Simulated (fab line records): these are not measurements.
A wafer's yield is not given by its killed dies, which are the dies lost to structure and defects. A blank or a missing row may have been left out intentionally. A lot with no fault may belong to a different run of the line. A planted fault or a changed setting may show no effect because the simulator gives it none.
2 desks, one fault    flow sfq line    what lay behind the numbers comes last; until then each desk has only its own

TOOL OWNER'S DESK, litho track-02
The tool's own readings at SFQ_TRILAYER_I7_VIA_LITHO_PEB_190 (peb time 60 s): means of the sampled wafers that have a number, for each lot that ran on this tool. The brackets show how far a lot's mean lies from the usual mean; more than 4 standard deviations puts the lot out of limits, marked OUT.
Columns: A = heater power total W at SFQ_TRILAYER_I7_VIA_LITHO_PEB_190, usual 79.15 W; B = plate temp C at SFQ_TRILAYER_I7_VIA_LITHO_PEB_190, usual 115.01 C
lot   first seen here  A                B
L229  day 79 21:56     79.21            114.97
L245  day 90 07:49     84.52 (+80) OUT  115.09
This desk's finding: out of limits on L245; first on L245, day 90 07:49 (heater power total W at SFQ_TRILAYER_I7_VIA_LITHO_PEB_190). Within limits: L229.

METROLOGY DESK
Lot by lot, what the gauges showed, no matter which tool ran the lot: averages of those sampled wafers that carry a number. The brackets show how far a lot's mean lies from the usual mean; more than 4 standard deviations puts the lot out of limits, marked OUT.
Columns: A = I7_BOW at SFQ_I7_BOW_MEAS_946, usual 9 um; B = I7_OVL at SFQ_I7_OVL_MEAS_947, usual 2 nm
lot   first seen here  A   B
L229  day 79 06:46     2   2
L231  day 79 12:44     -1  1
L245  day 87 01:50     8   -5
L247  day 87 07:30     19  4
L251  day 88 09:42     9   5
Result from this desk: across the 5 lots, nothing is out of limits.

ALL TOGETHER
On L245, at day 90 07:49, an alarm was possible from the tool owner's desk.
Nothing out of limits was seen by the metrology desk.
The metrology desk holds a record of L245, inside its limits.
All the named lots went through SFQ_TRILAYER_I7_VIA_LITHO_PEB_190 on litho track-02.

WHAT THE SIMULATOR HAD PUT IN
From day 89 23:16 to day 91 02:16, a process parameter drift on litho track-02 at SFQ_TRILAYER_I7_VIA_LITHO_PEB_190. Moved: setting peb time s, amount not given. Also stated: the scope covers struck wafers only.
Shown lots that were struck: L245.
Time in hours from fault onset to the first out-of-limits reading at each desk: the tool owner's desk, 9.
